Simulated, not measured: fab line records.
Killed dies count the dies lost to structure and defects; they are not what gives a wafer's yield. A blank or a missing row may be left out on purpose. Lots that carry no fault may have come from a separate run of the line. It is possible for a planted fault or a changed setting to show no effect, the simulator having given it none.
Which of the tools did it? | flow sky130 | 36 wafers from 12 lots sampled at 4 of the route's 708 steps

WHAT EACH GAUGE READ, for each wafer
SKY_CAP2M_OVL_MEAS_12. Usual: CAP2M_OVL -0.6 nm, standard deviation 2.
lot  | measured     | on         | CAP2M_OVL (nm) | flag
L595 | day 40 17:13 | overlay-01 | 1.1 1.9 2.0    |
L596 | day 40 20:40 | overlay-01 | 1.4 1.2 1.3    |
L597 | day 41 09:13 | overlay-01 | -2.1 -1.7 -2.9 |
L598 | day 42 01:49 | overlay-01 | 0.0 1.3 1.7    |
L599 | day 42 03:07 | overlay-01 | 1.4 2.0 1.9    |
L603 | day 43 13:34 | overlay-01 | -2.3 -2.0 -1.1 |
L605 | day 43 16:04 | overlay-01 | -1.8 0.4 -0.8  |
L604 | day 43 21:06 | overlay-02 | -2.1 -0.5 -3.1 |
L608 | day 44 14:37 | overlay-02 | -2.4 -2.5 -2.4 |
L609 | day 44 19:04 | overlay-01 | -2.9 -2.6 -2.7 |
L613 | day 45 20:43 | overlay-01 | -0.7 -0.3 -2.5 |
L616 | day 46 09:20 | overlay-02 | -3.0 -2.2 -2.3 |

WHICH TOOL RAN EACH LOT (tool, then ch and the chambers of the sampled wafers, then the start)
lot  | SKY_METAL4_SPUTTER_01        | SKY_METAL4_SPUTTER_04        | SKY_CAP2M_EXPOSE_09
L595 | pvd_sputter-01, day 39 16:21 | pvd_sputter-01, day 39 16:26 | iline_stepper-01 ch 0, day 40 05:11
L596 | pvd_sputter-04, day 39 20:58 | pvd_sputter-04, day 39 21:02 | iline_stepper-01 ch 0, day 40 09:04
L597 | pvd_sputter-02, day 40 09:05 | pvd_sputter-02, day 40 09:10 | iline_stepper-02 ch 0, day 40 21:48
L598 | pvd_sputter-02, day 41 01:55 | pvd_sputter-02, day 41 02:00 | iline_stepper-01 ch 0, day 41 14:50
L599 | pvd_sputter-04, day 41 03:04 | pvd_sputter-04, day 41 03:09 | iline_stepper-01 ch 0, day 41 15:25
L603 | pvd_sputter-02, day 42 14:18 | pvd_sputter-02, day 42 14:23 | iline_stepper-02 ch 0, day 43 02:16
L605 | pvd_sputter-04, day 42 16:45 | pvd_sputter-04, day 42 16:50 | iline_stepper-02 ch 0, day 43 04:54
L604 | pvd_sputter-01, day 42 21:56 | pvd_sputter-01, day 42 22:01 | iline_stepper-02 ch 0, day 43 09:57
L608 | pvd_sputter-01, day 43 15:38 | pvd_sputter-01, day 43 15:43 | iline_stepper-02 ch 0, day 44 03:41
L609 | pvd_sputter-02, day 43 21:32 | pvd_sputter-02, day 43 21:37 | iline_stepper-02 ch 0, day 44 08:47
L613 | pvd_sputter-02, day 44 23:41 | pvd_sputter-02, day 44 23:46 | iline_stepper-02 ch 0, day 45 10:40
L616 | pvd_sputter-04, day 45 12:24 | pvd_sputter-04, day 45 12:29 | iline_stepper-02 ch 0, day 45 23:23
- SKY_METAL4_SPUTTER_01: material TiN, target thk 20 nm, time 16.7 s.
- SKY_METAL4_SPUTTER_04: material TiN, target thk 70 nm, time 58.3 s.
- SKY_CAP2M_EXPOSE_09: exposes mask CAP2M, target cd 1000 nm.

WHAT THE TOOLS THEMSELVES READ (means of the sampled wafers that have a number; where no wafer has one, the mark that the record gives instead)
SKY_METAL4_SPUTTER_01. Usual: 29.9 % for throttle_valve_pct, sd 0.96.
lot  | tool           | throttle_valve_pct (%) | flag
L595 | pvd_sputter-01 | 30.9                   |
L596 | pvd_sputter-04 | 29.2                   |
L597 | pvd_sputter-02 | 29.5                   |
L598 | pvd_sputter-02 | 30.4                   |
L599 | pvd_sputter-04 | 30.1                   |
L603 | pvd_sputter-02 | 29.7                   |
L605 | pvd_sputter-04 | 30.1                   |
L604 | pvd_sputter-01 | 30.8                   |
L608 | pvd_sputter-01 | 30.7                   |
L609 | pvd_sputter-02 | 29.8                   |
L613 | pvd_sputter-02 | 30.5                   |
L616 | pvd_sputter-04 | 29.3                   |

SKY_METAL4_SPUTTER_04. Usual: 29.8 % for throttle_valve_pct, sd 0.99.
lot  | tool           | throttle_valve_pct (%) | flag
L595 | pvd_sputter-01 | 31.0                   |
L596 | pvd_sputter-04 | 29.4                   |
L597 | pvd_sputter-02 | 29.5                   |
L598 | pvd_sputter-02 | 30.4                   |
L599 | pvd_sputter-04 | 30.1                   |
L603 | pvd_sputter-02 | 29.5                   |
L605 | pvd_sputter-04 | 30.0                   |
L604 | pvd_sputter-01 | 30.8                   |
L608 | pvd_sputter-01 | 30.6                   |
L609 | pvd_sputter-02 | 29.5                   |
L613 | pvd_sputter-02 | 30.5                   |
L616 | pvd_sputter-04 | 29.2                   |

SKY_CAP2M_EXPOSE_09. Usual: 159.05 for exposure_dose_mJ_cm2, sd 0.16.
lot  | tool             | exposure_dose_mJ_cm2 | flag
L595 | iline_stepper-01 | 159.02               |
L596 | iline_stepper-01 | 159.09               |
L597 | iline_stepper-02 | 159.06               |
L598 | iline_stepper-01 | 175.08               | OFF
L599 | iline_stepper-01 | 175.12               | OFF
L603 | iline_stepper-02 | 159.09               |
L605 | iline_stepper-02 | 159.18               |
L604 | iline_stepper-02 | 159.08               |
L608 | iline_stepper-02 | 158.98               |
L609 | iline_stepper-02 | 158.84               |
L613 | iline_stepper-02 | 159.00               |
L616 | iline_stepper-02 | 159.03               |

THE ANSWER, worked out from the rows above alone
Rule: take the mean of a lot's wafers that have a number; if it is more than 3 standard deviations from the usual mean, the lot is off. Also off: a lot with no number at a reading for which 4 or more lots have one. The other lots that the step has rows for count as sound. The gauges are gone through in route order, then the tools' own readings, and for those a lot's mean is taken as printed above. At the first step where some lot is off, the reading lying furthest off is the one used; lots without a number count as furthest.
Off: L598, L599, at SKY_CAP2M_EXPOSE_09 (exposure_dose_mJ_cm2).
A tool fits if, at that step or a process step before it, it ran every lot that is off, and no sound lot after the first of them. One candidate fits, namely iline_stepper-01 at SKY_CAP2M_EXPOSE_09. A fault onset in the window from L596 (day 40 09:04, its last sound lot) to L598 (day 41 14:50, its first lot off) fits.
On the lots that are off, the tool's own readings at SKY_CAP2M_EXPOSE_09 differ by more than 5 times the standard deviation of the sound lots' means, which bears it out; exposure_dose_mJ_cm2 reads 175.10 there versus 159.04 on the sound lots.

WHAT THE SIMULATOR HAD PUT IN
Process parameter drift: iline_stepper-01, from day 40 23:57 on, at SKY_CAP2M_EXPOSE_09. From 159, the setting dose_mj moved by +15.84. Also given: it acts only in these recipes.
Struck lots among those shown: L598, L599. The rule given above showed the same thing.
